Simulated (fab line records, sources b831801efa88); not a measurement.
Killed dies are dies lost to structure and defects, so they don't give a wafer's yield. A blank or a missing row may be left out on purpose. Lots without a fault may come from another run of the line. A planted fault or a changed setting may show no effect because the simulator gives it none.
Which tool did it? | flow gf180mcu | 24 lots, 72 wafers sampled, at 4 steps of a route of 602

WHAT THE GAUGES READ, wafer by wafer
GF_V3_BOW_MEAS_05. Usual: V3_BOW 120 um, standard deviation 8.
lot  | measured     | on            | V3_BOW (um) | flag
L074 | day 22 12:04 | film_metro-02 | 115 99 96   |
L075 | day 22 23:22 | film_metro-01 | 113 135 126 |
L076 | day 23 00:29 | film_metro-02 | 125 115 122 |
L077 | day 23 16:11 | film_metro-01 | 124 122 126 |
L078 | day 24 03:18 | film_metro-01 | 118 120 120 |
L079 | day 24 09:56 | film_metro-01 | 111 116 131 |
L080 | day 24 11:02 | film_metro-03 | 128 136 116 |
L081 | day 25 00:44 | film_metro-03 | 124 116 130 |
L082 | day 25 01:07 | film_metro-03 | 112 114 112 |
L083 | day 25 12:55 | film_metro-03 | 111 124 128 |
L084 | day 25 19:05 | film_metro-03 | 122 126 127 |
L085 | day 26 04:56 | film_metro-03 | 107 117 108 |
L086 | day 26 06:04 | film_metro-02 | 117 117 119 |
L087 | day 26 15:02 | film_metro-01 | 128 115 123 |
L088 | day 26 19:25 | film_metro-02 | 118 116 126 |
L089 | day 27 05:37 | film_metro-03 | 130 129 119 |
L090 | day 27 11:41 | film_metro-01 | 105 112 122 |
L091 | day 27 19:45 | film_metro-02 | 129 125 127 |
L092 | day 28 00:13 | film_metro-01 | 120 126 129 |
L093 | day 28 03:05 | film_metro-02 | 118 115 118 |
L094 | day 28 11:34 | film_metro-03 | 121 117 121 |
L095 | day 28 18:24 | film_metro-03 | 123 114 124 |
L096 | day 29 01:53 | film_metro-01 | 126 127 129 |
L097 | day 29 11:40 | film_metro-02 | 132 123 120 |

WHICH TOOL RAN EACH LOT (tool, then ch and the chambers of the sampled wafers, then the start)
lot  | GF_V1_CMP_26                  | GF_V2_STRIP_18                       | GF_M3_METAL_ETCH_16
L074 | cmp-02 ch 0,1,3, day 19 05:41 | plasma_asher-04 ch 0,1, day 21 09:17 | rie_metal-04 ch 0,1, day 22 10:50
L075 | cmp-02 ch 0,1,2, day 19 15:16 | plasma_asher-04 ch 0,1, day 21 18:26 | rie_metal-02 ch 0,1, day 22 22:07
L076 | cmp-01 ch 0,1,3, day 19 19:02 | plasma_asher-04 ch 0,1, day 21 22:52 | rie_metal-04 ch 0,1, day 22 23:16
L077 | cmp-01 ch 1,2,3, day 20 11:00 | plasma_asher-01 ch 0,1, day 22 13:54 | rie_metal-01 ch 0,1, day 23 14:59
L078 | cmp-01 ch 0,1,2, day 20 23:53 | plasma_asher-01 ch 0,1, day 23 01:49 | rie_metal-02 ch 1, day 24 02:04
L079 | cmp-01 ch 1,2,3, day 21 07:20 | plasma_asher-03 ch 0,1, day 23 08:17 | rie_metal-01 ch 0,1, day 24 08:43
L080 | cmp-02 ch 0,2, day 21 07:47   | plasma_asher-03 ch 0,1, day 23 09:31 | rie_metal-04 ch 0,1, day 24 09:50
L081 | cmp-01 ch 2,3, day 22 00:11   | plasma_asher-04 ch 0,1, day 24 01:28 | rie_metal-02 ch 0,1, day 24 23:31
L082 | cmp-01 ch 0,2,3, day 22 00:38 | plasma_asher-01 ch 0,1, day 24 01:38 | rie_metal-04 ch 0,1, day 24 23:52
L083 | cmp-02 ch 1,2,3, day 22 14:08 | plasma_asher-03 ch 0,1, day 24 14:34 | rie_metal-04 ch 0,1, day 25 11:37
L084 | cmp-02 ch 0,1,3, day 22 20:57 | plasma_asher-04 ch 0,1, day 24 19:29 | rie_metal-02 ch 1, day 25 17:49
L085 | cmp-01 ch 0,1,3, day 23 07:07 | plasma_asher-04 ch 0,1, day 25 03:53 | rie_metal-01 ch 1, day 26 03:19
L086 | cmp-01 ch 0,2, day 23 09:34   | plasma_asher-03 ch 0, day 25 06:00   | rie_metal-02 ch 0, day 26 04:40
L087 | cmp-01 ch 0,1,2, day 23 17:41 | plasma_asher-03 ch 0,1, day 25 14:40 | rie_metal-04 ch 0,1, day 26 13:49
L088 | cmp-02 ch 1,2,3, day 24 00:26 | plasma_asher-04 ch 0,1, day 25 19:45 | rie_metal-04 ch 0,1, day 26 18:05
L089 | cmp-01 ch 0,2,3, day 24 11:51 | plasma_asher-03 ch 0,1, day 26 06:01 | rie_metal-02 ch 0,1, day 27 04:25
L090 | cmp-02 ch 0,1,2, day 24 16:20 | plasma_asher-01 ch 0,1, day 26 12:01 | rie_metal-04 ch 0,1, day 27 10:28
L091 | cmp-01 ch 0,1,2, day 25 00:11 | plasma_asher-01 ch 1, day 26 20:26   | rie_metal-04 ch 1, day 27 18:31
L092 | cmp-02 ch 0,3, day 25 04:35   | plasma_asher-03 ch 0,1, day 27 01:08 | rie_metal-02 ch 0,1, day 27 22:58
L093 | cmp-01 ch 0,2,3, day 25 08:25 | plasma_asher-03 ch 0,1, day 27 04:11 | rie_metal-04 ch 0,1, day 28 01:53
L094 | cmp-01 ch 0,2,3, day 25 17:37 | plasma_asher-03 ch 0,1, day 27 13:32 | rie_metal-02 ch 0,1, day 28 10:22
L095 | cmp-02 ch 0,3, day 26 00:31   | plasma_asher-03 ch 0,1, day 27 19:51 | rie_metal-04 ch 1, day 28 17:10
L096 | cmp-01 ch 0,1,3, day 26 07:56 | plasma_asher-03 ch 0, day 28 02:58   | rie_metal-04 ch 0,1, day 29 00:37
L097 | cmp-01 ch 0,3, day 26 17:58   | plasma_asher-01 ch 0,1, day 28 13:14 | rie_metal-01 ch 0,1, day 29 10:27
- GF_V1_CMP_26: polishes, stops on SiO2, t overpolish 15 s, target thk 0 nm.
- GF_V2_STRIP_18: strips in O2/N2.
- GF_M3_METAL_ETCH_16: etches the open film in Cl2/BCl3, stops on SiO2, target depth 627.5 nm, time 104.6 s.

WHAT THE TOOLS THEMSELVES READ (means of the sampled wafers that have a number; where no wafer has one, the mark that the record gives instead)
GF_V1_CMP_26. Usual: motor_current_A 11.5 A, standard deviation 0.59; overpolish_run_s 14.999 s, standard deviation 0.0086; time_to_endpoint_s 83 s, standard deviation 4.6.
lot  | tool   | motor_current_A (A) | overpolish_run_s (s) | time_to_endpoint_s (s) | flag
L074 | cmp-02 | 11.5                | 14.988               | 89                     |
L075 | cmp-02 | 12.0                | 14.995               | 82                     |
L076 | cmp-01 | 11.1                | 14.994               | 83                     |
L077 | cmp-01 | 11.2                | 14.991               | 84                     |
L078 | cmp-01 | 11.3                | 15.000               | 83                     |
L079 | cmp-01 | 11.2                | 14.992               | 86                     |
L080 | cmp-02 | 11.9                | 15.000               | 85                     |
L081 | cmp-01 | 11.2                | 14.986               | 83                     |
L082 | cmp-01 | 11.3                | 15.002               | 79                     |
L083 | cmp-02 | 11.5                | 14.997               | 88                     |
L084 | cmp-02 | 11.5                | 15.002               | 88                     |
L085 | cmp-01 | 11.6                | 14.995               | 79                     |
L086 | cmp-01 | 11.7                | 14.994               | 79                     |
L087 | cmp-01 | 11.5                | 15.001               | 79                     |
L088 | cmp-02 | 12.1                | 15.000               | 87                     |
L089 | cmp-01 | 11.4                | 15.000               | 80                     |
L090 | cmp-02 | 11.9                | 15.002               | 86                     |
L091 | cmp-01 | 11.3                | 15.005               | 79                     |
L092 | cmp-02 | 11.8                | 14.996               | 89                     |
L093 | cmp-01 | 11.4                | 14.994               | 78                     |
L094 | cmp-01 | 11.6                | 14.993               | 79                     |
L095 | cmp-02 | 11.8                | 15.011               | 91                     |
L096 | cmp-01 | 11.4                | 14.995               | 77                     |
L097 | cmp-01 | 11.5                | 15.000               | 81                     |

GF_V2_STRIP_18. Usual: drypump_motor_current_A 5.9 A, standard deviation 0.53; heater_power_w 326 W, standard deviation 13; oes_product_au 0.592 a.u., standard deviation 0.0046; platen_temp_c 249.99 C, standard deviation 0.19.
lot  | tool            | drypump_motor_current_A (A) | heater_power_w (W) | oes_product_au (a.u.) | platen_temp_c (C) | flag
L074 | plasma_asher-04 | 6.3                         | 340                | 0.595                 | 249.89            |
L075 | plasma_asher-04 | 6.5                         | 330                | 0.591                 | 250.07            |
L076 | plasma_asher-04 | 6.3                         | 341                | 0.593                 | 249.95            |
L077 | plasma_asher-01 | 5.4                         | 324                | 0.592                 | 249.74            |
L078 | plasma_asher-01 | 5.4                         | 327                | 0.594                 | 250.06            |
L079 | plasma_asher-03 | 5.9                         | 324                | 0.593                 | 250.04            |
L080 | plasma_asher-03 | 5.5                         | 314                | 0.591                 | 250.05            |
L081 | plasma_asher-04 | 6.3                         | 339                | 0.593                 | 250.17            |
L082 | plasma_asher-01 | 5.4                         | 325                | 0.590                 | 250.02            |
L083 | plasma_asher-03 | 5.9                         | 324                | 0.596                 | 250.13            |
L084 | plasma_asher-04 | 6.2                         | 343                | 0.590                 | 249.87            |
L085 | plasma_asher-04 | 6.5                         | 334                | 0.592                 | 250.03            |
L086 | plasma_asher-03 | 6.2                         | 323                | 0.597                 | 250.00            |
L087 | plasma_asher-03 | 5.9                         | 321                | 0.590                 | 249.76            |
L088 | plasma_asher-04 | 6.3                         | 344                | 0.593                 | 250.05            |
L089 | plasma_asher-03 | 5.9                         | 325                | 0.593                 | 250.31            |
L090 | plasma_asher-01 | 5.4                         | 329                | 0.591                 | 249.98            |
L091 | plasma_asher-01 | 5.9                         | 323                | 0.591                 | 249.98            |
L092 | plasma_asher-03 | 5.9                         | 325                | 0.592                 | 249.97            |
L093 | plasma_asher-03 | 5.9                         | 321                | 0.597                 | 250.03            |
L094 | plasma_asher-03 | 5.5                         | 314                | 0.589                 | 249.82            |
L095 | plasma_asher-03 | 5.9                         | 323                | 0.591                 | 250.11            |
L096 | plasma_asher-03 | 6.2                         | 328                | 0.588                 | 250.18            |
L097 | plasma_asher-01 | 5.7                         | 323                | 0.590                 | 249.93            |

GF_M3_METAL_ETCH_16. Usual: drypump_motor_current_A 6.3 A, standard deviation 0.44; oes_product_au 0.973 a.u., standard deviation 0.0062; throttle_valve_pct 28.249 %, standard deviation 0.0097.
lot  | tool         | drypump_motor_current_A (A) | oes_product_au (a.u.) | throttle_valve_pct (%) | flag
L074 | rie_metal-04 | 6.6                         | 0.970                 | 28.253                 |
L075 | rie_metal-02 | 6.0                         | 0.975                 | 28.253                 |
L076 | rie_metal-04 | 6.6                         | 0.968                 | 28.251                 |
L077 | rie_metal-01 | 5.8                         | 0.965                 | 28.249                 |
L078 | rie_metal-02 | 6.5                         | 0.973                 | 28.244                 |
L079 | rie_metal-01 | 5.6                         | 0.972                 | 28.241                 |
L080 | rie_metal-04 | 6.6                         | 0.968                 | 28.252                 |
L081 | rie_metal-02 | 5.9                         | 0.981                 | 28.236                 |
L082 | rie_metal-04 | 6.6                         | 0.969                 | 28.250                 |
L083 | rie_metal-04 | 6.6                         | 0.969                 | 28.254                 |
L084 | rie_metal-02 | 6.5                         | 0.973                 | 28.248                 |
L085 | rie_metal-01 | 5.5                         | 0.976                 | 28.252                 |
L086 | rie_metal-02 | 5.7                         | 0.968                 | 28.242                 |
L087 | rie_metal-04 | 6.6                         | 0.976                 | 28.240                 |
L088 | rie_metal-04 | 6.6                         | 0.981                 | 28.242                 |
L089 | rie_metal-02 | 6.2                         | 0.969                 | 28.251                 |
L090 | rie_metal-04 | 6.7                         | 0.973                 | 28.249                 |
L091 | rie_metal-04 | 6.5                         | 0.984                 | 28.239                 |
L092 | rie_metal-02 | 5.9                         | 0.982                 | 28.253                 |
L093 | rie_metal-04 | 6.6                         | 0.971                 | 28.250                 |
L094 | rie_metal-02 | 6.0                         | 0.973                 | 28.247                 |
L095 | rie_metal-04 | 6.5                         | 0.974                 | 28.244                 |
L096 | rie_metal-04 | 6.6                         | 0.973                 | 28.253                 |
L097 | rie_metal-01 | 5.8                         | 0.967                 | 28.255                 |

THE ANSWER, worked out from the rows above alone
Rule: a lot is off if the mean of its wafers that have a number lies more than 3 standard deviations from the usual mean. A lot without any number at a reading at which 4 lots or more have one is off too. The other lots that the step has rows for count as sound. The gauges are gone through in route order, then the tools' own readings, and for those a lot's mean is taken as printed above. The first step at which some lot is off is used, and at that step the reading that is off furthest; a lot without a number counts as furthest.
No lot is off at any reading shown: from this, nothing can be told.

WHAT THE SIMULATOR HAD PUT IN
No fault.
